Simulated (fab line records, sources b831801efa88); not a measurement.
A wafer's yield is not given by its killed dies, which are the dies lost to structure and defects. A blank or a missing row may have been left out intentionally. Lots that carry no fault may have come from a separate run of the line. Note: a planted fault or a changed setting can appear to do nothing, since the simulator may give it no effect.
Shared-tool check	flow sky130	12 lots and 36 wafers in the sample

REASON FOR OPENING
At SKY_VIA2_THK_MEAS_01 the reading VIA2_HDPCVD_THK is flagged on 3 of 12 lots. Wafers without a fault read 1179 nm, standard deviation 13.
Rule: a lot is flagged in two cases, either no wafer of it has a number, or all its wafers with numbers fall more than 4 standard deviations from that mean. The rest of the lots are taken to be sound.

lot	measured	on	VIA2_HDPCVD_THK (nm), wafer by wafer	flag
L637	day 36 10:56	filmMetro-04	1200 1187 1191	
L640	day 36 15:55	filmMetro-01	1150 1170 1158	
L639	day 36 17:08	filmMetro-01	1186 1195 1188	
L641	day 36 23:34	filmMetro-01	1203 1195 1199	
L642	day 37 00:17	filmMetro-04	1162 1172 1171	
L643	day 37 17:20	filmMetro-04	2402 2361 2380	FLAGGED
L645	day 38 06:28	filmMetro-03	2338 2350 2346	FLAGGED
L644	day 38 07:22	filmMetro-04	1147 1201 1174	
L651	day 40 09:46	filmMetro-03	1191 1181 1181	
L652	day 40 12:54	filmMetro-01	2334 2348 2340	FLAGGED
L654	day 41 00:53	filmMetro-03	1195 1186 1178	
L655	day 41 10:48	filmMetro-03	1183 1177 1167	
On average the flagged lots' numbers are 2355 nm, which is +1176 nm against the usual, or +90 standard deviations.

TOOL THAT RAN EACH LOT
The record holds 3 process steps before the reading, out of a route of 708 steps. Each cell gives the tool, then ch followed by the chambers the sampled wafers passed through, then the start.
lot	flag	SKY_METAL2_SPUTTER_00	SKY_METAL2_SPUTTER_01	SKY_VIA2_HDPCVD_00
L637		pvdSputter-03, day 35 07:07	pvdSputter-03, day 35 07:08	hdpcvd-01 ch 0, day 36 10:44
L640		pvdSputter-02, day 35 12:58	pvdSputter-02, day 35 12:59	hdpcvd-01 ch 1,2, day 36 15:47
L639		pvdSputter-04, day 35 13:37	pvdSputter-04, day 35 13:38	hdpcvd-02 ch 0,1,2, day 36 17:00
L641		pvdSputter-03, day 35 20:15	pvdSputter-03, day 35 20:16	hdpcvd-02 ch 0,1, day 36 23:26
L642		pvdSputter-04, day 35 20:53	pvdSputter-04, day 35 20:54	hdpcvd-01 ch 0,1,2, day 37 00:09
L643	FLAGGED	pvdSputter-02, day 36 13:52	pvdSputter-02, day 36 13:53	hdpcvd-02 ch 0,1,2, day 37 16:54
L645	FLAGGED	pvdSputter-04, day 37 02:30	pvdSputter-04, day 37 02:31	hdpcvd-01 ch 0,1, day 38 06:02
L644		pvdSputter-04, day 37 04:03	pvdSputter-04, day 37 04:04	hdpcvd-02 ch 0,1,2, day 38 07:16
L651		pvdSputter-04, day 39 07:59	pvdSputter-04, day 39 08:01	hdpcvd-02 ch 0,1,2, day 40 09:38
L652	FLAGGED	pvdSputter-03, day 39 10:14	pvdSputter-03, day 39 10:15	hdpcvd-02 ch 1,2, day 40 12:28
L654		pvdSputter-04, day 39 22:47	pvdSputter-04, day 39 22:49	hdpcvd-02 ch 0,2, day 41 00:45
L655		pvdSputter-02, day 40 09:29	pvdSputter-02, day 40 09:31	hdpcvd-02 ch 1,2, day 41 10:39
What is done by these steps:
- SKY_METAL2_SPUTTER_00: material Ti, target thk 15 nm, time 10 s.
- SKY_METAL2_SPUTTER_01: material TiN, target thk 20 nm, time 16.7 s.
- SKY_VIA2_HDPCVD_00: deposits SiO2, target thk 1180 nm, time 196.7 s.
- SKY_VIA2_THK_MEAS_01

FLAGGED OVER TOTAL, TOOL BY TOOL (the gauges that took the reading come last)
step	tool	lots run	flagged	share of the flagged lots	sound lots run after its first flagged lot
SKY_METAL2_SPUTTER_00	pvdSputter-02	3	1	some	1 (L655)
SKY_METAL2_SPUTTER_00	pvdSputter-03	3	1	some	0
SKY_METAL2_SPUTTER_00	pvdSputter-04	6	1	some	3 (L644,L651,L654)
SKY_METAL2_SPUTTER_01	pvdSputter-02	3	1	some	1 (L655)
SKY_METAL2_SPUTTER_01	pvdSputter-03	3	1	some	0
SKY_METAL2_SPUTTER_01	pvdSputter-04	6	1	some	3 (L644,L651,L654)
SKY_VIA2_HDPCVD_00	hdpcvd-01	4	1	some	0
SKY_VIA2_HDPCVD_00	hdpcvd-02	8	2	some	4 (L644,L651,L654,L655)
SKY_VIA2_THK_MEAS_01	filmMetro-01	4	1	some	0
SKY_VIA2_THK_MEAS_01	filmMetro-03	4	1	some	3 (L651,L654,L655)
SKY_VIA2_THK_MEAS_01	filmMetro-04	4	1	some	1 (L644)

THE TABLE: WHAT IT ALLOWS
No row of the table ran every flagged lot.

WHAT HAD BEEN PUT IN BY THE SIMULATOR
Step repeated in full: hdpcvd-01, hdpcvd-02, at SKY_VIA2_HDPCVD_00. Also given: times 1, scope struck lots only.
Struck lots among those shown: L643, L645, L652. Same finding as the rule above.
